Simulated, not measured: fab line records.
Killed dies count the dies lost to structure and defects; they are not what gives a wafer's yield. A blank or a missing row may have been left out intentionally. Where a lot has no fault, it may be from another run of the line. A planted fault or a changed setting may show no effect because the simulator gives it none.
A struck lot beside a sound one :: flow sky130 :: 14 steps out of a route of 708
Sound: these wafers, L506.1, L506.2, L506.4. Wafers struck: L509.3, L509.4, L509.5. At the end, the cause is stated.
At each step with rows: each side's tool, then ch and its chambers, then its first start. Under that, the readings that differ: sound wafers :: struck wafers :: difference of the means :: sigmas: that difference in standard deviations of wafers without a fault.
alike: a reading whose means differ by less than 2 such deviations, as well as words and numbers matching on both sides. not compared: withheld readings; readings where some wafer has no value; bounds like >300 that might hide an equal value; numbers whose values overlap and for which the record gives no deviation.
Wherever a step has rows on one side only, a row that says differs or no value, or a row with sigmas, the two part there. When numbers do not overlap yet have no deviation, they are printed without sigmas and do not part them. A reading missing from all wafers of one side parts the sides only when that side holds two or more wafers.

first, 4 steps without rows for these wafers: SKY_METAL1_STRIP_21 (strips in post etch residue remover, time 1200 s); SKY_METAL1_CLEAN_22 (cleans in IPA, time 180 s); SKY_METAL1_CLEAN_23 (cleans in O3/DIW); SKY_VIA1_HDPCVD_00 (deposits SiO2, target thk 1030 nm, time 171.7 s).
SKY_VIA1_THK_MEAS_01:
  struck on film metro-04, day 36 18:37; sound on film metro-03, day 35 08:15
  alike: VIA1_HDPCVD_THK
SKY_VIA1_CMP_02: polishes SiO2.
  sound on cmp-02 ch 0,2,3, day 35 08:19; struck on cmp-02 ch 0,2,3, day 36 18:39
  alike: motor current A
SKY_VIA1_BOW_MEAS_03:
  struck on film metro-03, day 36 18:59; sound on film metro-03, day 35 08:37
  alike: VIA1_BOW
then, 5 steps without rows for these wafers: SKY_VIA1_DEHYDRATE_04 (time 60 s); SKY_VIA1_HMDS_05 (prime time 60 s); SKY_VIA1_COAT_06 (resist thk 60 nm); SKY_VIA1_COAT_07 (resist thk 457.1 nm); SKY_VIA1_SOFTBAKE_08 (time 90 s).
SKY_VIA1_EXPOSE_09: exposes mask VIM, target cd 150 nm.
  struck on krf scanner-02, day 37 07:56; sound on krf scanner-01 ch 0, day 35 22:29
  no value came back on the struck wafers for exposure dose mJ cm2, focus offset nm (nm), sigma inner; on the sound wafers exposure dose mJ cm2 reads 38.05 38.01 38.10
  alike: mask
following that, these wafers have no rows for 1 step: SKY_VIA1_PEB_10.

== WHERE THEY PART ==
Only at SKY_VIA1_EXPOSE_09, within this record.

WHY: what the simulator had put in
At SKY_VIA1_EXPOSE_09, the step was skipped entirely on krf scanner-02 from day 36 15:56 on. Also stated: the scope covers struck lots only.
